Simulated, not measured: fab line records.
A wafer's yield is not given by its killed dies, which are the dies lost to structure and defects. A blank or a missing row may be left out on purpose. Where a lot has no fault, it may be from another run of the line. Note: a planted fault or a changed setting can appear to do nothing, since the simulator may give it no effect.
One fault through the eyes of 2 desks -- flow gf180mcu -- only its own numbers are on each desk; what lay behind them is given at the end

FROM THE METROLOGY DESK
What the gauges read, lot by lot, whatever tool the lot ran on: means of the sampled wafers that have a number. Marked OUT: a lot whose mean sits more than 4 standard deviations from the usual mean, which makes it out of limits; the brackets give that distance.
Columns: A = V5_BOW at GF_V5_BOW_MEAS_05, usual 132 um
lot,first seen here,A
L396,day 25 16:55,146
L397,day 26 00:53,120
L399,day 27 03:29,140
L400,day 27 12:57,139
L401,day 27 21:42,129
L402,day 28 00:50,125
L403,day 28 15:09,133
L404,day 28 19:15,140
L413,day 31 05:08,119
L414,day 31 08:33,139
L418,day 32 09:05,149
L419,day 32 13:31,139
This desk's finding: nothing out of limits on any of the 12 lots.

AT THE TOOL OWNER'S DESK: pvdSputter-03
The tool's own readings at GF_TOP_METAL_SPUTTER_00 (material Ti, target thk 37.5 nm, time 150 s): means of the sampled wafers that have a number, for each lot that ran on this tool. Marked OUT: a lot whose mean sits more than 4 standard deviations from the usual mean, which makes it out of limits; the brackets give that distance.
Columns: A = chamberPressurePa at GF_TOP_METAL_SPUTTER_00, usual 2.000 Pa; B = throttleValvePct at GF_TOP_METAL_SPUTTER_00, usual 30.4 %
lot,first seen here,A,B
L396,day 26 15:56,2.000,30.6
L400,day 28 10:53,1.998,30.9
L401,day 28 19:04,2.001,30.6
L403,day 29 11:18,1.997,31.0
L404,day 29 14:28,2.002,30.6
L413,day 31 22:50,1.741 (-59) OUT,33.1
L414,day 32 02:05,1.744 (-58) OUT,33.1
This desk's finding: out of limits on L413, L414; first on L413, day 31 22:50 (chamberPressurePa at GF_TOP_METAL_SPUTTER_00). In limits: L396, L400, L401, L403, L404.

ALL TOGETHER
The tool owner's desk could have raised an alarm at day 31 22:50, on L413, L414.
Metrology desk: nothing out of limits seen.
The metrology desk holds a record of L413, L414, inside its limits.
GF_TOP_METAL_SPUTTER_00 was run on pvdSputter-03 by each of the lots named.

WHAT WAS PUT IN BY THE SIMULATOR
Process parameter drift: pvdSputter-03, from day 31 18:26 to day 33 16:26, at GF_TOP_METAL_SPUTTER_00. Setting chamberPressurePa shifted by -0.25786 from 2. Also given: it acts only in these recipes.
Lots struck among those shown: L413, L414.
Each desk's first reading out of limits, in hours after the fault started: the tool owner's desk, 4.
